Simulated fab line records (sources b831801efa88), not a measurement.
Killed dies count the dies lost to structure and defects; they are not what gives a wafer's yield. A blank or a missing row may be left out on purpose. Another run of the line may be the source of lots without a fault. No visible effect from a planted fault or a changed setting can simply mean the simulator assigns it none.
fab line records ; flow sky130
[record] lots = 12; wafers = 36; last_day = 51
route steps=708 shown LI_CONTACT@386 METAL1@452 VIA1@478 PAD_OPEN@708
lots with no fault: from the same line, run without faults
start_h: hours from the record's opening day to when the first of the lot's shown wafers began ; wait_h: hours from the lot's prior step to this one ; " as in the row above ; L1.1+2: several wafers, shown together as one row ; - value missing, or start not given ; * or withheld: withheld ; < > ~ a bound
route shown NAME@n: NAME is a module with steps in the file, n the number in the route of the first one ; usual: mean and standard deviation over wafers with no fault ; same: alike in all rows ; chamber/n: place in a boat ; sites: readings site by site ; _std_site: the standard deviation of these ; _edge_site: inner sites' mean taken away from outer sites' mean ; radius_mm: for every site, how far away it sits from the centre of the wafer ; mask NAME#n: copy n ; behind: tool/chamber where the wafer was last shaped ; hold: what put the lot on hold/how long, in hours/how the hold closed ; device: names the non-switching transistor (n, p or np) ; end of line: the route-end tests of the same wafers ; a step given without rows: its recipe and nothing more ; killed: dies that structure and defects cost at the first sort, which is not the same as the wafer's yield ; map: per-die view of a wafer (x killed, . not killed, _ where there is no die)
set.NAME: the setting that was run; set.NAME@STEP: the one run at that earlier step ; model.NAME: the simulator's own value behind a step, which no gauge read
route steps across a sampled set of lots; one table per step, one row per wafer
services: a tool's chamber out of use, with start hour (start_h, from the record's first day; less than 0 if before it), hours out, and reason
[[steps]]
[step SKY_LI_CONTACT_CMP_24]
[recipe] stop_on = PSG; t_overpolish_s = 20; down_force_psi = 3.5; platen_rpm = 60; target_thk_nm = 0; pad_velocity_m_s = 0.94248
[usual] motor_current_A = 10.9/0.77; overpolish_run_s = 20.000/0.0086; time_to_endpoint_s = 99/4.4
lot.wafer;tool;chamber;start_h;wait_h;motor_current_A;overpolish_run_s;time_to_endpoint_s
L299.4;cmp-01;2;676.66;0.0;11.7;20.000;99
L299.3;cmp-01;3;676.66;0.0;10.4;20.004;98
L299.6;cmp-01;2;676.66;0.0;11.4;19.997;101
L300.4;cmp-02;2;681.81;0.1;11.4;20.004;97
L300.1;cmp-02;3;681.81;0.1;11.0;19.983;100
L300.5;cmp-02;0;681.81;0.1;9.2;19.991;100
L301.1;cmp-01;0;688.09;0.1;10.8;19.998;99
L301.3;cmp-01;3;688.09;0.1;10.4;20.002;94
L301.5;cmp-01;0;688.09;0.1;11.0;19.998;101
L302.2;cmp-02;3;700.67;0.1;11.0;19.985;103
L302.1;cmp-02;0;700.67;0.1;9.7;20.009;102
L302.5;cmp-02;2;700.67;0.1;11.1;19.999;96
L304.3;cmp-02;1;717.62;0.1;10.6;19.998;91
L304.4;cmp-02;2;717.62;0.1;11.0;19.983;103
L304.1;cmp-02;3;717.62;0.1;11.6;20.008;104
L305.2;cmp-02;2;724.92;0.0;10.9;19.988;101
L305.3;cmp-02;0;724.92;0.0;9.9;20.009;102
L305.4;cmp-02;1;724.92;0.0;10.4;19.993;90
L308.1;cmp-01;1;746.21;0.1;12.5;20.002;106
L308.4;cmp-01;0;746.21;0.1;10.6;20.003;101
L308.6;cmp-01;1;746.21;0.1;11.8;20.000;103
L317.4;cmp-02;3;816.86;0.0;11.0;19.987;100
L317.2;cmp-02;1;816.86;0.0;10.4;19.991;96
L317.5;cmp-02;3;816.86;0.0;10.6;20.010;104
L318.3;cmp-02;2;823.27;0.1;10.9;19.994;97
L318.4;cmp-02;3;823.27;0.1;11.4;20.011;100
L318.1;cmp-02;0;823.27;0.1;10.3;19.996;94
L320.4;cmp-02;0;842.69;0.0;9.7;19.987;104
L320.2;cmp-02;2;842.69;0.0;11.2;20.000;97
L320.5;cmp-02;0;842.69;0.0;9.6;19.985;101
L321.4;cmp-01;2;844.61;0.0;11.4;20.004;99
L321.2;cmp-01;1;844.61;0.0;12.8;20.011;101
L321.5;cmp-01;2;844.61;0.0;10.9;19.999;100
L322.3;cmp-01;1;881.26;0.0;11.9;19.991;101
L322.1;cmp-01;2;881.26;0.0;11.8;20.003;98
L322.6;cmp-01;2;881.26;0.0;11.4;20.020;98
[step SKY_METAL1_ETCH_18]
[recipe] chemistry = N2/H2; target = BARC; ion_energy_ev = 200; bias_w = 100; pressure_mtorr = 30; n2_flow_sccm = 100; h2_flow_sccm = 200; icp_w = 500; stop_on = SiO2; time_s = 45.9; target_depth_a = 600
[usual] drypump_motor_current_A = 5.7/0.35; oes_product_au = 0.854/0.0045; throttle_valve_pct = 13.224/0.0094
lot.wafer;tool;chamber;start_h;wait_h;drypump_motor_current_A;oes_product_au;rf_hours_counter_h;throttle_valve_pct
L299.3;rie_metal-01;0;763.76;0.1;5.4;0.857;-;13.237
L299.4;rie_metal-01;0;763.76;0.1;5.4;0.854;-;13.215
L299.6;rie_metal-01;0;763.76;0.1;5.4;0.855;-;13.227
L300.1;rie_metal-01;0;766.77;0.1;5.4;0.854;4;13.221
L300.4;rie_metal-01;0;766.77;0.1;5.4;0.860;-;13.220
L300.5;rie_metal-01;0;766.77;0.1;5.4;0.852;-;13.208
L301.1;rie_metal-02;0;775.22;0.0;5.9;0.856;9;13.227
L301.3;rie_metal-02;1;775.22;0.0;6.0;0.854;-;13.242
L301.5;rie_metal-02;0;775.22;0.0;5.8;0.856;-;13.227
L302.1;rie_metal-02;1;785.04;0.0;6.0;0.852;17;13.224
L302.2;rie_metal-02;0;785.04;0.0;5.9;0.850;9;13.221
L302.5;rie_metal-02;1;785.04;0.0;6.0;0.845;-;13.229
L304.1;rie_metal-03;0;803.87;0.1;6.0;0.856;5;13.223
L304.3;rie_metal-03;0;803.87;0.1;6.0;0.856;-;13.218
L304.4;rie_metal-03;0;803.87;0.1;6.0;0.855;-;13.216
L305.2;rie_metal-03;0;809.34;0.1;6.0;0.854;-;13.246
L305.3;rie_metal-03;0;809.34;0.1;6.0;0.856;-;13.224
L305.4;rie_metal-03;0;809.34;0.1;6.0;0.853;-;13.228
L308.1;rie_metal-01;1;830.42;0.0;5.4;0.855;1;13.223
L308.4;rie_metal-01;1;830.42;0.0;5.5;0.862;-;13.224
L308.6;rie_metal-01;1;830.42;0.0;5.5;0.853;-;13.214
L317.2;rie_metal-03;0;898.08;0.0;6.0;0.857;9;13.218
L317.4;rie_metal-03;0;898.08;0.0;6.0;0.852;-;13.234
L317.5;rie_metal-03;0;898.08;0.0;6.0;0.853;-;13.228
L318.1;rie_metal-02;1;904.02;0.0;6.1;0.854;3;13.220
L318.3;rie_metal-02;0;904.02;0.0;5.8;0.864;-;13.218
L318.4;rie_metal-02;1;904.02;0.0;6.1;0.861;-;13.229
L320.2;rie_metal-03;0;923.22;0.0;6.0;0.848;10;13.235
L320.4;rie_metal-03;1;923.22;0.0;4.8;0.855;-;13.218
L320.5;rie_metal-03;1;923.22;0.0;4.8;0.847;-;13.220
L321.2;rie_metal-02;0;924.64;0.0;5.9;0.851;15;13.218
L321.4;rie_metal-02;0;924.64;0.0;5.9;0.853;-;13.224
L321.5;rie_metal-02;0;924.64;0.0;5.9;0.853;-;13.210
L322.1;rie_metal-01;1;959.39;0.0;5.5;0.861;6;13.234
L322.3;rie_metal-01;0;959.39;0.0;5.4;0.856;-;13.233
L322.6;rie_metal-01;0;959.39;0.0;5.4;0.849;-;13.220
[step SKY_METAL1_METAL_ETCH_19]
[recipe] target_depth_a = 3600; stop_on = SiO2; over_etch_frac = 0.3; time_s = 78; chemistry = Cl2/BCl3; resist_sidewall_deg = 88; pressure_mtorr = 10; icp_w = 900; bias_w = 48.5; Cl2_flow_sccm = 60; bcl3_flow_sccm = 30
[usual] drypump_motor_current_A = 5.7/0.36; oes_product_au = 0.854/0.0058; throttle_valve_pct = 22.264/0.0093
lot.wafer;tool;chamber;start_h;wait_h;drypump_motor_current_A;oes_product_au;rf_hours_counter_h;throttle_valve_pct
L299.3;rie_metal-01;0;763.91;0.1;5.4;0.870;-;22.265
L299.4;rie_metal-01;0;763.91;0.1;5.4;0.849;-;22.275
L299.6;rie_metal-01;0;763.91;0.1;5.4;0.853;-;22.272
L300.1;rie_metal-01;0;766.89;0.1;5.4;0.851;4;22.256
L300.4;rie_metal-01;0;766.89;0.1;5.4;0.853;-;22.246
L300.5;rie_metal-01;0;766.89;0.1;5.4;0.853;-;22.271
L301.1;rie_metal-02;0;775.28;0.0;5.9;0.849;9;22.269
L301.3;rie_metal-02;1;775.28;0.0;6.0;0.855;-;22.275
L301.5;rie_metal-02;0;775.28;0.0;5.9;0.859;-;22.272
L302.1;rie_metal-02;1;785.11;0.0;6.0;0.854;17;22.258
L302.2;rie_metal-02;0;785.11;0.0;5.8;0.860;9;22.274
L302.5;rie_metal-02;1;785.11;0.0;6.0;0.872;-;22.264
L304.1;rie_metal-03;0;803.99;0.1;6.0;0.860;5;22.270
L304.3;rie_metal-03;0;803.99;0.1;6.0;0.858;-;22.272
L304.4;rie_metal-03;0;803.99;0.1;6.0;0.862;-;22.278
L305.2;rie_metal-03;0;809.47;0.1;6.0;0.854;-;22.254
L305.3;rie_metal-03;0;809.47;0.1;6.0;0.856;-;22.272
L305.4;rie_metal-03;0;809.47;0.1;6.0;0.849;-;22.282
L308.1;rie_metal-01;1;830.49;0.0;5.5;0.857;1;22.270
L308.4;rie_metal-01;1;830.49;0.0;5.5;0.852;-;22.275
L308.6;rie_metal-01;1;830.49;0.0;5.5;0.856;-;22.275
L317.2;rie_metal-03;0;898.15;0.0;6.0;0.866;9;22.266
L317.4;rie_metal-03;0;898.15;0.0;6.0;0.867;-;22.276
L317.5;rie_metal-03;0;898.15;0.0;6.0;0.861;-;22.266
L318.1;rie_metal-02;1;904.09;0.0;6.0;0.855;3;22.268
L318.3;rie_metal-02;0;904.09;0.0;5.8;0.853;-;22.258
L318.4;rie_metal-02;1;904.09;0.0;6.0;0.849;-;22.257
L320.2;rie_metal-03;0;923.29;0.0;6.0;0.852;10;22.279
L320.4;rie_metal-03;1;923.29;0.0;4.8;0.846;-;22.286
L320.5;rie_metal-03;1;923.29;0.0;4.8;0.854;-;22.275
L321.2;rie_metal-02;0;924.70;0.0;5.9;0.849;16;22.270
L321.4;rie_metal-02;0;924.70;0.0;5.8;0.859;-;22.265
L321.5;rie_metal-02;0;924.70;0.0;5.9;0.861;-;22.260
L322.1;rie_metal-01;1;959.45;0.0;5.4;0.851;6;22.262
L322.3;rie_metal-01;0;959.45;0.0;5.4;0.851;-;22.246
L322.6;rie_metal-01;0;959.45;0.0;5.4;0.857;-;22.273
[step SKY_VIA1_SPUTTER_20]
[recipe] material = TiN; target_thk_nm = 20; chamber_pressure_pa = 5; power_w = 4000; time_s = 80
[usual] throttle_valve_pct = 29.6/1.2
lot.wafer;tool;chamber;start_h;wait_h;throttle_valve_pct
L299.3;pvd_sputter-02;-;792.32;0.0;29.5
L299.4;pvd_sputter-02;-;792.32;0.0;28.4
L299.6;pvd_sputter-02;-;792.32;0.0;30.3
L300.1;pvd_sputter-02;-;795.67;0.0;28.2
L300.4;pvd_sputter-02;-;795.67;0.0;27.4
L300.5;pvd_sputter-02;-;795.67;0.0;28.4
L301.1;pvd_sputter-04;-;803.32;0.0;29.7
L301.3;pvd_sputter-04;-;803.32;0.0;31.0
L301.5;pvd_sputter-04;-;803.32;0.0;28.4
L302.1;pvd_sputter-02;-;813.73;0.0;30.4
L302.2;pvd_sputter-02;-;813.73;0.0;27.4
L302.5;pvd_sputter-02;-;813.73;0.0;29.5
L304.1;pvd_sputter-02;-;832.89;0.0;30.2
L304.3;pvd_sputter-02;-;832.89;0.0;29.3
L304.4;pvd_sputter-02;-;832.89;0.0;28.2
L305.2;pvd_sputter-01;-;837.48;0.0;30.3
L305.3;pvd_sputter-01;-;837.48;0.0;31.5
L305.4;pvd_sputter-01;-;837.48;0.0;29.9
L308.1;pvd_sputter-02;-;858.19;0.0;29.6
L308.4;pvd_sputter-02;-;858.19;0.0;27.3
L308.6;pvd_sputter-02;-;858.19;0.0;29.7
L317.2;pvd_sputter-04;-;924.78;0.0;30.8
L317.4;pvd_sputter-04;-;924.78;0.0;28.7
L317.5;pvd_sputter-04;-;924.78;0.0;30.5
L318.1;pvd_sputter-01;-;931.62;0.0;31.0
L318.3;pvd_sputter-01;-;931.62;0.0;31.6
L318.4;pvd_sputter-01;-;931.62;0.0;31.1
L320.2;pvd_sputter-02;-;948.79;0.0;28.0
L320.4;pvd_sputter-02;-;948.79;0.0;29.6
L320.5;pvd_sputter-02;-;948.79;0.0;27.5
L321.2;pvd_sputter-04;-;951.14;0.0;30.9
L321.4;pvd_sputter-04;-;951.14;0.0;29.9
L321.5;pvd_sputter-04;-;951.14;0.0;30.7
L322.1;pvd_sputter-02;-;984.96;0.0;29.6
L322.3;pvd_sputter-02;-;984.96;0.0;27.4
L322.6;pvd_sputter-02;-;984.96;0.0;29.4
[step SKY_PAD_OPEN_PROBE_99]
[usual] killed_at_M0_to_M3 = 43/6.5; killed_at_M4_up = 3.1/1.8; killed_at_contacts = 24/5.6; killed_at_front_end = 15/4.2; killed_at_other = 0.3/0.5; killed_dies = 86/8.9; killed_on_rim = 17/4.3; killed_open = 47/6.9; killed_short = 39/5.9
[same] gross_dies = 492; killed_at_back_side = 0
lot.wafer;tool;chamber;start_h;wait_h;killed_at_M0_to_M3;killed_at_M4_up;killed_at_contacts;killed_at_front_end;killed_at_other;killed_dies;killed_on_rim;killed_open;killed_short
L299.3;prober-01;-;1073.62;0.2;45;3;17;17;0;82;14;46;36
L299.4;prober-01;-;1073.67;0.2;50;4;23;14;0;91;23;40;51
L299.6;prober-01;-;1073.77;0.2;50;2;29;15;0;96;20;52;44
L300.1;prober-02;-;1076.89;0.1;39;5;22;16;0;82;12;45;37
L300.4;prober-02;-;1077.04;0.2;29;3;17;15;0;64;18;34;30
L300.5;prober-02;-;1077.09;0.2;49;4;19;18;1;91;15;54;37
L301.1;prober-01;-;1082.85;0.1;52;2;22;10;0;86;9;48;38
L301.3;prober-01;-;1082.95;0.2;42;3;26;15;0;86;18;46;39
L301.5;prober-01;-;1083.05;0.2;49;4;10;15;1;79;15;32;46
L302.1;prober-02;-;1091.57;0.1;50;4;23;16;0;93;21;51;42
L302.2;prober-02;-;1091.62;0.1;43;3;19;19;1;85;18;50;35
L302.5;prober-02;-;1091.77;0.2;49;2;20;13;2;86;17;44;42
L304.1;prober-01;-;1104.72;0.1;38;6;20;13;0;77;12;43;34
L304.3;prober-01;-;1104.82;0.2;39;1;20;11;0;71;16;31;40
L304.4;prober-01;-;1104.87;0.2;37;7;29;12;0;85;23;39;46
L305.2;prober-02;-;1109.98;0.1;42;3;21;9;0;75;18;45;30
L305.3;prober-02;-;1110.03;0.2;40;3;17;19;0;79;16;37;42
L305.4;prober-02;-;1110.08;0.2;52;2;20;7;0;81;14;42;39
L308.1;prober-01;-;1126.04;0.1;33;2;301;3;0;339;73;16;32
L308.4;prober-01;-;1126.19;0.2;50;4;23;8;0;85;12;52;33
L308.6;prober-01;-;1126.29;0.2;42;3;292;11;0;348;62;31;34
L317.2;prober-02;-;1174.91;0.1;45;5;30;8;0;88;17;50;38
L317.4;prober-02;-;1175.01;0.2;49;0;22;13;0;84;16;49;35
L317.5;prober-02;-;1175.06;0.2;40;4;18;17;0;79;15;43;36
L318.1;prober-01;-;1176.53;0.1;46;4;27;11;0;88;13;43;45
L318.3;prober-01;-;1176.63;0.2;50;7;27;13;1;98;15;50;48
L318.4;prober-01;-;1176.68;0.2;40;1;25;14;0;80;14;46;34
L320.2;prober-01;-;1189.46;0.1;39;0;20;13;0;72;13;40;32
L320.4;prober-01;-;1189.56;0.2;32;1;23;13;0;69;12;34;35
L320.5;prober-01;-;1189.61;0.2;36;1;29;7;1;74;11;45;29
L321.2;prober-02;-;1190.46;0.1;57;3;30;9;1;100;32;57;43
L321.4;prober-02;-;1190.56;0.2;40;1;26;14;0;81;20;50;31
L321.5;prober-02;-;1190.61;0.2;43;1;25;16;0;85;15;49;36
L322.1;prober-02;-;1212.03;0.1;47;0;37;21;0;105;24;50;55
L322.3;prober-02;-;1212.13;0.2;34;7;40;10;0;91;21;42;49
L322.6;prober-02;-;1212.28;0.2;56;4;28;13;0;101;22;59;42
// killed by level:class
L299.3 VIA1:geometric_particle:open=12 METAL1:geometric_particle:short=10 FIELD_ISO:geometric_particle:open=7 CONTACT:geometric_particle:open=7 POLY_GATE:geometric_particle:open=5 METAL2:geometric_particle:short=5 VIA2:geometric_particle:open=5 CONTACT:geometric_particle:short=4
L299.4 METAL1:geometric_particle:short=14 VIA1:geometric_particle:open=8 LI_CONTACT:geometric_particle:open=7 VIA3:geometric_particle:open=7 CONTACT:geometric_particle:open=6 FIELD_ISO:geometric_particle:short=5 CONTACT:geometric_particle:short=5 METAL2:geometric_particle:short=5
L299.6 METAL2:geometric_particle:short=10 VIA3:geometric_particle:open=9 LI_CONTACT:geometric_particle:open=8 VIA2:geometric_particle:open=7 CONTACT:geometric_particle:open=7 VIA1:geometric_particle:open=7 CONTACT:geometric_particle:short=6 LOCAL_INTERCONNECT:geometric_particle:short=6
L300.1 VIA1:geometric_particle:open=11 CONTACT:geometric_particle:open=10 CONTACT:geometric_particle:short=6 VIA3:geometric_particle:open=5 FIELD_ISO:geometric_particle:open=4 FIELD_ISO:geometric_particle:short=4 METAL2:geometric_particle:short=4 VIA2:geometric_particle:short=4
L300.4 LI_CONTACT:geometric_particle:open=9 FIELD_ISO:geometric_particle:short=6 VIA1:geometric_particle:open=6 CONTACT:geometric_particle:open=4 VIA2:geometric_particle:open=4 METAL2:geometric_particle:short=4 POLY_GATE:geometric_particle:open=3 SPACER:geometric_particle:short=3
L300.5 VIA3:geometric_particle:open=10 VIA1:geometric_particle:open=9 METAL2:geometric_particle:short=7 VIA2:geometric_particle:open=7 CONTACT:geometric_particle:open=6 POLY_GATE:geometric_particle:open=5 FIELD_ISO:geometric_particle:short=4 LI_CONTACT:geometric_particle:open=4
L301.1 VIA1:geometric_particle:open=15 VIA3:geometric_particle:open=8 VIA1:geometric_particle:short=7 LI_CONTACT:geometric_particle:open=7 VIA2:geometric_particle:open=7 CONTACT:geometric_particle:short=5 CONTACT:geometric_particle:open=5 METAL2:geometric_particle:short=5
L301.3 VIA1:geometric_particle:open=12 LI_CONTACT:geometric_particle:open=9 CONTACT:geometric_particle:open=8 METAL1:geometric_particle:short=7 FIELD_ISO:geometric_particle:open=5 CONTACT:geometric_particle:short=5 VIA1:geometric_particle:short=5 METAL2:geometric_particle:short=5
L301.5 VIA1:geometric_particle:open=11 METAL2:geometric_particle:short=9 VIA3:geometric_particle:open=7 METAL1:geometric_particle:short=6 POLY_GATE:geometric_particle:short=5 CONTACT:geometric_particle:short=5 VIA1:geometric_particle:short=5 VIA2:geometric_particle:open=5
L302.1 VIA3:geometric_particle:open=9 METAL2:geometric_particle:short=9 LI_CONTACT:geometric_particle:open=8 VIA1:geometric_particle:open=8 CONTACT:geometric_particle:open=7 METAL1:geometric_particle:open=6 FIELD_ISO:geometric_particle:short=5 POLY_GATE:geometric_particle:short=4
L302.2 VIA1:geometric_particle:open=9 VIA3:geometric_particle:open=9 LI_CONTACT:geometric_particle:open=7 FIELD_ISO:geometric_particle:open=6 CONTACT:geometric_particle:open=5 METAL1:geometric_particle:short=5 METAL2:geometric_particle:short=5 VIA2:geometric_particle:open=5
L302.5 VIA1:geometric_particle:short=8 METAL2:geometric_particle:short=8 VIA3:geometric_particle:open=8 VIA1:geometric_particle:open=6 CONTACT:geometric_particle:open=6 CONTACT:geometric_particle:short=5 VIA2:geometric_particle:open=5 FIELD_ISO:geometric_particle:open=3
L304.1 VIA2:geometric_particle:open=7 CONTACT:geometric_particle:short=7 VIA3:geometric_particle:open=5 CONTACT:geometric_particle:open=5 METAL1:geometric_particle:short=5 VIA1:geometric_particle:open=5 FIELD_ISO:geometric_particle:open=4 POLY_GATE:geometric_particle:open=4
L304.3 VIA1:geometric_particle:open=9 METAL2:geometric_particle:short=9 CONTACT:geometric_particle:open=7 VIA1:geometric_particle:short=6 LI_CONTACT:geometric_particle:open=4 POLY_GATE:geometric_particle:short=4 LOCAL_INTERCONNECT:geometric_particle:short=4 CONTACT:geometric_particle:short=4
L304.4 LI_CONTACT:geometric_particle:open=9 LOCAL_INTERCONNECT:geometric_particle:short=8 METAL1:geometric_particle:short=7 VIA1:geometric_particle:open=7 CONTACT:geometric_particle:open=6 VIA2:geometric_particle:open=6 VIA1:geometric_particle:short=5 SPACER:geometric_particle:short=4
L305.2 VIA1:geometric_particle:open=15 CONTACT:geometric_particle:open=11 LI_CONTACT:geometric_particle:open=6 FIELD_ISO:geometric_particle:short=5 VIA1:geometric_particle:short=5 VIA2:geometric_particle:short=5 METAL3:geometric_particle:short=4 VIA3:geometric_particle:open=3
L305.3 VIA1:geometric_particle:short=9 VIA1:geometric_particle:open=6 FIELD_ISO:geometric_particle:short=5 FIELD_ISO:geometric_particle:open=4 LI_CONTACT:geometric_particle:short=4 LI_CONTACT:geometric_particle:open=4 CONTACT:geometric_particle:open=4 VIA3:geometric_particle:open=4
L305.4 VIA1:geometric_particle:open=10 CONTACT:geometric_particle:open=9 VIA2:geometric_particle:open=9 METAL2:geometric_particle:short=8 METAL1:geometric_particle:short=7 LI_CONTACT:geometric_particle:open=6 VIA1:geometric_particle:short=5 VIA3:geometric_particle:short=4
L308.1 LI_CONTACT:unspecified=291 METAL1:geometric_particle:short=7 METAL2:geometric_particle:short=6 VIA1:geometric_particle:short=5 VIA1:geometric_particle:open=5 VIA3:geometric_particle:short=4 CONTACT:geometric_particle:short=4 VIA2:geometric_particle:open=4
L308.4 CONTACT:geometric_particle:open=13 VIA1:geometric_particle:open=13 VIA1:geometric_particle:short=6 METAL1:geometric_particle:short=5 METAL2:geometric_particle:short=5 VIA2:geometric_particle:open=5 LOCAL_INTERCONNECT:geometric_particle:short=4 METAL1:geometric_particle:open=3
L308.6 LI_CONTACT:unspecified=283 VIA1:geometric_particle:open=9 VIA3:geometric_particle:open=7 METAL1:geometric_particle:short=6 VIA1:geometric_particle:short=5 METAL2:geometric_particle:short=4 FIELD_ISO:geometric_particle:short=3 FIELD_ISO:geometric_particle:open=3
L317.2 CONTACT:geometric_particle:open=11 LI_CONTACT:geometric_particle:open=8 VIA1:geometric_particle:open=6 VIA1:geometric_particle:short=6 LOCAL_INTERCONNECT:geometric_particle:short=5 VIA2:geometric_particle:open=5 VIA3:geometric_particle:open=5 CONTACT:geometric_particle:short=4
L317.4 VIA1:geometric_particle:open=16 CONTACT:geometric_particle:open=9 LI_CONTACT:geometric_particle:open=6 METAL3:geometric_particle:short=6 VIA3:geometric_particle:open=5 METAL1:geometric_particle:short=5 LOCAL_INTERCONNECT:geometric_particle:short=4 VIA2:geometric_particle:short=4
L317.5 VIA1:geometric_particle:open=10 CONTACT:geometric_particle:open=6 VIA1:geometric_particle:short=6 VIA3:geometric_particle:open=6 FIELD_ISO:geometric_particle:open=5 LI_CONTACT:geometric_particle:open=4 METAL1:geometric_particle:short=4 FIELD_ISO:geometric_particle:short=3
L318.1 CONTACT:geometric_particle:open=11 VIA1:geometric_particle:open=11 CONTACT:geometric_particle:short=7 METAL2:geometric_particle:short=7 VIA1:geometric_particle:short=6 LI_CONTACT:geometric_particle:open=6 POLY_GATE:geometric_particle:short=5 METAL1:geometric_particle:short=4
L318.3 VIA2:geometric_particle:open=11 CONTACT:geometric_particle:open=9 VIA1:geometric_particle:open=9 METAL1:geometric_particle:short=8 LI_CONTACT:geometric_particle:open=7 METAL4:geometric_particle:short=6 METAL2:geometric_particle:short=6 POLY_GATE:geometric_particle:open=5
L318.4 CONTACT:geometric_particle:open=11 VIA1:geometric_particle:open=10 LI_CONTACT:geometric_particle:open=6 VIA2:geometric_particle:open=5 VIA1:geometric_particle:short=5 VIA2:geometric_particle:short=4 METAL1:geometric_particle:short=4 METAL2:geometric_particle:short=4
L320.2 VIA1:geometric_particle:open=15 VIA3:geometric_particle:open=7 LI_CONTACT:geometric_particle:short=6 VIA1:geometric_particle:short=6 POLY_GATE:geometric_particle:short=5 CONTACT:geometric_particle:open=4 POLY_GATE:geometric_particle:open=3 LI_CONTACT:geometric_particle:open=3
L320.4 FIELD_ISO:geometric_particle:short=6 LI_CONTACT:geometric_particle:open=6 LOCAL_INTERCONNECT:geometric_particle:short=6 CONTACT:geometric_particle:open=6 VIA1:geometric_particle:open=6 VIA1:geometric_particle:short=5 CONTACT:geometric_particle:short=4 METAL2:geometric_particle:short=4
L320.5 CONTACT:geometric_particle:open=13 LI_CONTACT:geometric_particle:open=11 VIA3:geometric_particle:open=7 VIA2:geometric_particle:short=6 VIA2:geometric_particle:open=5 METAL3:geometric_particle:short=5 METAL1:geometric_particle:short=4 LOCAL_INTERCONNECT:geometric_particle:short=3
L321.2 VIA1:geometric_particle:open=15 CONTACT:geometric_particle:open=9 LI_CONTACT:geometric_particle:open=7 VIA1:geometric_particle:short=7 METAL2:geometric_particle:short=6 VIA2:geometric_particle:open=6 VIA3:geometric_particle:open=6 VIA3:geometric_particle:short=6
L321.4 CONTACT:geometric_particle:open=9 VIA1:geometric_particle:open=9 VIA3:geometric_particle:open=8 FIELD_ISO:geometric_particle:open=6 LI_CONTACT:geometric_particle:open=5 METAL2:geometric_particle:short=5 CONTACT:geometric_particle:short=5 METAL1:geometric_particle:short=4
L321.5 VIA1:geometric_particle:open=10 CONTACT:geometric_particle:open=9 LI_CONTACT:geometric_particle:open=8 VIA3:geometric_particle:open=8 VIA2:geometric_particle:open=6 CONTACT:geometric_particle:short=5 VIA2:geometric_particle:short=5 METAL2:geometric_particle:short=4
L322.1 CONTACT:geometric_particle:open=14 CONTACT:geometric_particle:short=13 METAL1:geometric_particle:short=10 POLY_GATE:geometric_particle:short=7 VIA2:geometric_particle:open=7 METAL2:geometric_particle:short=5 FIELD_ISO:geometric_particle:open=4 LOCAL_INTERCONNECT:geometric_particle:open=4
L322.3 CONTACT:geometric_particle:open=12 CONTACT:geometric_particle:short=12 LI_CONTACT:geometric_particle:open=9 VIA1:geometric_particle:open=7 METAL4:geometric_particle:short=6 METAL1:geometric_particle:short=5 METAL2:geometric_particle:short=5 LOCAL_INTERCONNECT:geometric_particle:short=4
L322.6 VIA1:geometric_particle:open=12 LI_CONTACT:geometric_particle:open=10 CONTACT:geometric_particle:open=10 VIA3:geometric_particle:open=9 VIA2:geometric_particle:open=9 METAL2:geometric_particle:short=6 POLY_GATE:geometric_particle:open=6 METAL3:geometric_particle:short=5
[[services]]
tool;chamber;start_h;hours;kind
rie_metal-03;1;657.10;42.3;repair
cmp-01;-;665.37;0.3;repair
cmp-02;-;675.94;1.9;repair
cmp-02;-;688.07;0.6;repair
cmp-02;-;689.87;8.6;pm
cmp-02;-;701.02;0.5;repair
cmp-01;-;720.44;3.4;pm
rie_metal-01;-;724.78;1.4;pm
rie_metal-03;1;729.00;14.5;repair
cmp-02;-;744.11;4.0;pm
rie_metal-03;1;753.89;61.3;repair
rie_metal-01;1;760.15;20.5;repair
cmp-02;-;770.27;2.5;repair
pvd_sputter-02;-;772.52;4.3;repair
cmp-01;-;772.61;15.7;repair
rie_metal-03;0;784.91;6.7;repair
rie_metal-01;-;803.63;0.2;repair
pvd_sputter-02;-;812.37;0.5;repair
cmp-01;-;824.60;0.7;repair
cmp-02;-;875.67;2.1;repair
rie_metal-03;0;913.10;4.9;repair
cmp-02;-;933.75;6.9;pm
cmp-02;-;951.22;1.3;repair
cmp-02;-;983.91;6.3;repair
[[key]]
[first_sign] step = SKY_PAD_OPEN_PROBE_99; reading = killed_at_contacts; direction = up; sigmas = 49; usual = 24; struck = 296
[effect] step = SKY_PAD_OPEN_PROBE_99; reading = killed_dies; direction = up; sigmas = 29; usual = 86; struck = 344
met_at SKY_LI_CONTACT_CMP_24
struck_lots L308
struck_wafers L308.1,L308.6
tester_left_out L308
not_acting_at SKY_METAL1_ETCH_18,SKY_METAL1_METAL_ETCH_19,SKY_VIA1_SPUTTER_20
[fault] kind = chamber_particle_source; tool = cmp-01; chamber = 1; onset_h = 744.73; steps = SKY_LI_CONTACT_CMP_24; rate_per_visit_cm2 = 1.7981; end_h = 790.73
// tester_left_out: of these lots the tester's yield and bins aren't shown, on N5 and GAA mostly nor the transistor test; their killed dies are dies lost to structure and defects alone, not to doping, threshold or leakage, so they don't give the yield
